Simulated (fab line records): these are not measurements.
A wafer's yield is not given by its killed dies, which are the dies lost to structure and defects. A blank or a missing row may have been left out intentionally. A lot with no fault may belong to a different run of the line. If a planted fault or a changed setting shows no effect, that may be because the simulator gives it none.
Chamber matching    flow sfq_line    pecvd-01 running SFQ_TRILAYER_A5C_DEP_PECVD_142: 3 sister chambers
The step deposits SiO2 from SiH4/N2O, time 15.556 s, target thk 70 nm. 3 wafers are shown with their chamber, then 8 later ones without.

== WAFERS, EACH WITH ITS CHAMBER ==
wafer   chamber  heater_power_w (W)
L568.3  2        108
L572.5  1        75
L573.2  0        72

== WAFERS MISSING THEIR CHAMBER ==
wafer   heater_power_w (W)
L573.3  70
L573.5  73
L575.1  78
L575.2  79
L575.6  77
L576.1  70
L576.2  99
L576.6  70

== THE CHAMBER EACH PASSED THROUGH ==
wafer   from the rows above      in truth
L573.3  can't be placed: 0 or 1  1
L573.5  can't be placed: 0 or 1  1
L575.1  can't be placed: 1 or 0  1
L575.2  can't be placed: 1 or 0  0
L575.6  can't be placed: 1 or 0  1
L576.1  can't be placed: 0 or 1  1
L576.2  2                        2
L576.6  can't be placed: 0 or 1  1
Placed correctly: 1 of 8. These rows do not allow placing 7 (true chamber among the candidates in 7). Placed wrongly: 0.
How it was worked out, from the rows above alone: a wafer's distance from a chamber is the root of the sum, over the readings, of the square of ((its reading less the chamber's mean) divided by the reading's scatter). If the next closest chamber is less than 2 further off than the closest, the wafer can't be placed; otherwise it belongs to the closest. Each chamber's mean is taken over the wafers shown for it. The scatter (one wafer shown for each chamber): square how far every hidden wafer sits from the nearest shown wafer, average those squares and take the square root.
